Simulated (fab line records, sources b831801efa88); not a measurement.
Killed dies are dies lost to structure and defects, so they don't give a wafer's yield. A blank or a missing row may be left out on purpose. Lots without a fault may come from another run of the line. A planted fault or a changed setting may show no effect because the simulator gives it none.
Which tool did it? | flow sky130 | 7 lots, 21 wafers sampled, at 2 steps of a route of 708

WHAT THE GAUGES READ, wafer by wafer
SKY_LDD_HVN_TW_MEAS_10.
lot  | measured     | on            | LDD_HVN_TW
L920 | day 21 06:01 | film_metro-01 | 1444 1445 1445
L922 | day 21 18:35 | film_metro-01 | 1446 1448 1444
L925 | day 23 19:11 | film_metro-01 | 1445 1452 1455
L927 | day 23 22:26 | film_metro-02 | 1429 1421 1412
L928 | day 24 10:20 | film_metro-03 | 1434 1438 1434
L932 | day 25 16:04 | film_metro-03 | 1235 1238 1234
L935 | day 26 11:07 | film_metro-01 | 1446 1436 1442

WHICH TOOL RAN EACH LOT (tool, then ch and the chambers of the sampled wafers, then the start)
lot  | SKY_LDD_HVN_IMPLANT_08
L920 | implanter-02 ch 0, day 21 05:46
L922 | implanter-01 ch 0, day 21 18:22
L925 | implanter-03 ch 0, day 23 18:58
L927 | implanter-02 ch 0, day 23 22:13
L928 | implanter-02 ch 0, day 24 10:07
L932 | implanter-03 ch 0, day 25 15:49
L935 | implanter-02 ch 0, day 26 10:52
- SKY_LDD_HVN_IMPLANT_08

THE ANSWER, worked out from the rows above alone
Rule: what is usual is taken from the lots themselves. Put in order of their means at a reading, lots are off if they are a third of the lots or fewer, leave a main group of 4 or more, and stand apart from it by a gap of 3 or more times the standard deviation of the main group's means; of several such gaps the widest counts. A main group whose means are all the same, to the digits that the tables above print for the reading, isn't used. A lot without any number at a reading at which 4 lots or more have one is off too. The other lots that the step has rows for count as sound.
Off: L932, at SKY_LDD_HVN_TW_MEAS_10 (LDD_HVN_TW). The main group: mean 1440, standard deviation 9.7.
A tool fits if, at a process step before that reading, it ran every lot that is off, and no sound lot after the first of them. The gauges at SKY_LDD_HVN_TW_MEAS_10 are tried like those tools. Can't be told from this: 2 tools fit, implanter-03 at SKY_LDD_HVN_IMPLANT_08, film_metro-03 at SKY_LDD_HVN_TW_MEAS_10.

WHAT THE SIMULATOR HAD PUT IN
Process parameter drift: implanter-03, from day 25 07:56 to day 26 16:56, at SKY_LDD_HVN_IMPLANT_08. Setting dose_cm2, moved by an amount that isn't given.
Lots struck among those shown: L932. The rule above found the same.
